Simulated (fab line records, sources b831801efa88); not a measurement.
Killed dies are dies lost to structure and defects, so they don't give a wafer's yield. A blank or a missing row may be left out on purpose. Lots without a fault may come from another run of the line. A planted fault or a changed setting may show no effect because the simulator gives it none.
One fault seen from 2 desks | flow sky130 | each desk has only its own numbers; what lay behind them comes last

THE TOOL OWNER'S DESK: rie_diel-01
The tool's own readings at SKY_PAD_OPEN_ETCH_07 (etches the open film in CF4/O2, stops on AlCu, target depth 725 nm, time 161.1 s): means of the sampled wafers that have a number, for each lot that ran on this tool. A lot is out of limits, marked OUT, if its mean lies more than 4 standard deviations from the usual mean; the brackets give that distance.
Columns: A = chamber_pressure_mTorr at SKY_PAD_OPEN_ETCH_07, usual 149.99 mTorr; B = drypump_motor_current_A at SKY_PAD_OPEN_ETCH_07, usual 5.6 A; C = oes_product_au at SKY_PAD_OPEN_ETCH_07, usual 0.976 a.u.; D = throttle_valve_pct at SKY_PAD_OPEN_ETCH_07, usual 5.964 %
lot  | first seen here | A      | B   | C     | D
L398 | day 46 11:40    | 150.09 | 5.8 | 0.974 | 5.963
L401 | day 47 01:52    | 149.93 | 5.6 | 0.974 | 5.963
L404 | day 48 01:34    | 149.97 | 5.6 | 0.973 | 5.961
L406 | day 48 02:55    | 150.08 | 5.4 | 0.972 | 5.967
This desk's finding: nothing out of limits on any of the 4 lots.

THE METROLOGY DESK
What the gauges read, lot by lot, whatever tool the lot ran on: means of the sampled wafers that have a number. A lot is out of limits, marked OUT, if its mean lies more than 4 standard deviations from the usual mean; the brackets give that distance.
Columns: A = PAD_OPEN_BOW at SKY_PAD_OPEN_BOW_MEAS_13, usual 48 um
lot  | first seen here | A
L395 | day 45 13:34    | 53
L396 | day 46 12:48    | 54
L398 | day 46 14:00    | 50
L400 | day 46 14:55    | 41
L401 | day 47 04:07    | 39
L404 | day 48 03:50    | 43
L406 | day 48 05:10    | 44
L411 | day 49 14:15    | 50
L415 | day 50 13:52    | 36
L418 | day 51 15:51    | 52
L417 | day 51 17:21    | 42
This desk's finding: nothing out of limits on any of the 11 lots.

PUT TOGETHER
The tool owner's desk saw nothing out of limits.
The metrology desk saw nothing out of limits.

WHAT THE SIMULATOR HAD PUT IN
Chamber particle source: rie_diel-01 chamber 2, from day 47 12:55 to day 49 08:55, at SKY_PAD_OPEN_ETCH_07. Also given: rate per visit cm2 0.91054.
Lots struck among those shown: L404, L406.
